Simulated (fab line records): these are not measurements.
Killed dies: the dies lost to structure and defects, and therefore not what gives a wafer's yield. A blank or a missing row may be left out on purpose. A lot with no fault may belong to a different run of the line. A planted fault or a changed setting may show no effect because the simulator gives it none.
A lot that was struck, set against a sound lot ; flow sky130 ; 14 out of 708 route steps
Sound: wafers L290.2, L290.3, L290.6. The struck wafers were L297.1, L297.2, L297.4. The cause is named last.
For every step that has rows: the tool of each side, followed by ch and its chambers, followed by its first start. Under that, the readings that differ: sound wafers ; struck wafers ; difference of the means ; sigmas: that difference in standard deviations of wafers without a fault.
alike: words and numbers the same on both sides, and readings whose means are apart by under 2 such deviations; not compared: readings that were withheld, readings missing a value for some wafer, numbers with overlapping values and no deviation given by the record, and bounds like >300 which may hide the same value.
A row with sigmas, a row that says differs or no value, or rows on one side alone: a step with any of these is where the two part. Non-overlapping numbers with no deviation appear without sigmas and do not part them. Lack of a reading on every wafer of one side parts them only where that side has two or more wafers.

first, 4 steps without rows for these wafers: SKY_METAL4_STRIP_20 (strips in post etch residue remover, time 1200 s); SKY_METAL4_CLEAN_21 (cleans in IPA, time 180 s); SKY_METAL4_CLEAN_22 (cleans in O3/DIW); SKY_VIA4_HDPCVD_00 (deposits SiO2, target thk 1750 nm, time 291.7 s).
SKY_VIA4_THK_MEAS_01:
  struck on film-metro-04, day 45 00:56; sound on film-metro-04, day 43 16:40
  alike: VIA4_HDPCVD_THK
SKY_VIA4_CMP_02: polishes SiO2.
  sound on cmp-01 ch 0,1, day 43 16:43; struck on cmp-01 ch 0,1,2, day 45 00:59
  alike: motor-current-A
SKY_VIA4_BOW_MEAS_03:
  struck on film-metro-01, day 45 01:17; sound on film-metro-03, day 43 17:02
  alike: VIA4_BOW
then, 5 steps without rows for these wafers: SKY_VIA4_DEHYDRATE_04 (time 60 s); SKY_VIA4_HMDS_05 (prime time 60 s); SKY_VIA4_COAT_06 (resist thk 1140 nm); SKY_VIA4_SOFTBAKE_07 (time 60 s); SKY_VIA4_EXPOSE_08 (exposes mask VIM4, target cd 800 nm).
SKY_VIA4_PEB_09:
  sound on litho-track-04 ch 0, day 44 15:13; struck on litho-track-03, day 45 22:00
reading;sound;struck;difference;sigmas
exhaust-pa (Pa);44.2 44.2 45.7;- - -;no value on the struck wafers;
  not compared: chill-plate-temp-C, time-s
then, 1 step without rows for these wafers: SKY_VIA4_DEVELOP_10 (develop time 60 s).

== WHERE THEY PART ==
At SKY_VIA4_PEB_09 and nowhere else, as far as this record goes.

WHY: what had been put in by the simulator
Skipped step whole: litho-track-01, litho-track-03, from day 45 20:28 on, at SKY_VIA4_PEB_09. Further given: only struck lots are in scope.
